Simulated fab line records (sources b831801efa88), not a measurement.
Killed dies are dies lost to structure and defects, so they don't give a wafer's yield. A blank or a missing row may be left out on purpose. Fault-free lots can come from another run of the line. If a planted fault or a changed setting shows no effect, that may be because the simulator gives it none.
Matching of chambers :: flow gf180mcu :: GF_V1_ETCH_17 on rie diel-04 has 4 sister chambers
The step etches SiO2 in C4F8/O2/Ar, stops on TiN, target depth 630 nm. 4 wafers are shown with their chamber, then 8 later ones without.

EACH WAFER AND ITS CHAMBER
wafer: L168.1
chamber: 3
oes product au (a.u.): 0.850

wafer: L170.6
chamber: 0
oes product au (a.u.): 0.861

wafer: L173.6
chamber: 1
oes product au (a.u.): 0.856

wafer: L177.3
chamber: 2
oes product au (a.u.): 0.862

WAFERS MISSING THEIR CHAMBER
wafer: L177.5
oes product au (a.u.): 0.856

wafer: L177.6
oes product au (a.u.): 0.848

wafer: L181.1
oes product au (a.u.): 0.862

wafer: L181.4
oes product au (a.u.): 0.850

wafer: L181.5
oes product au (a.u.): 0.859

wafer: L182.3
oes product au (a.u.): 0.855

wafer: L182.4
oes product au (a.u.): 0.859

wafer: L182.6
oes product au (a.u.): 0.853

EACH ONE'S CHAMBER
wafer: L177.5
from the rows above: 1
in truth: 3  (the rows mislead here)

wafer: L177.6
from the rows above: 3
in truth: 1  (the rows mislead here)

wafer: L181.1
from the rows above: can't be placed: 2 or 0
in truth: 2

wafer: L181.4
from the rows above: 3
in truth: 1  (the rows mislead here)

wafer: L181.5
from the rows above: can't be placed: 0 or 1 or 2
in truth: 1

wafer: L182.3
from the rows above: 1
in truth: 1

wafer: L182.4
from the rows above: can't be placed: 0 or 1 or 2
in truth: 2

wafer: L182.6
from the rows above: can't be placed: 1 or 3
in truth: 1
Correctly placed: 1 of 8. From these rows, 4 cannot be placed; in 4 the true chamber is one of the candidates. Wrongly placed: 3.
How it was worked out, from the rows above alone: a wafer's distance from a chamber is the root of the sum, over the readings, of the square of ((its reading less the chamber's mean) divided by the reading's scatter). If the next closest chamber is less than 2 further off than the closest, the wafer can't be placed; otherwise it belongs to the closest. A chamber's mean is the mean of its shown wafers. The scatter (one wafer shown for each chamber): square how far every hidden wafer sits from the nearest shown wafer, average those squares and take the square root.
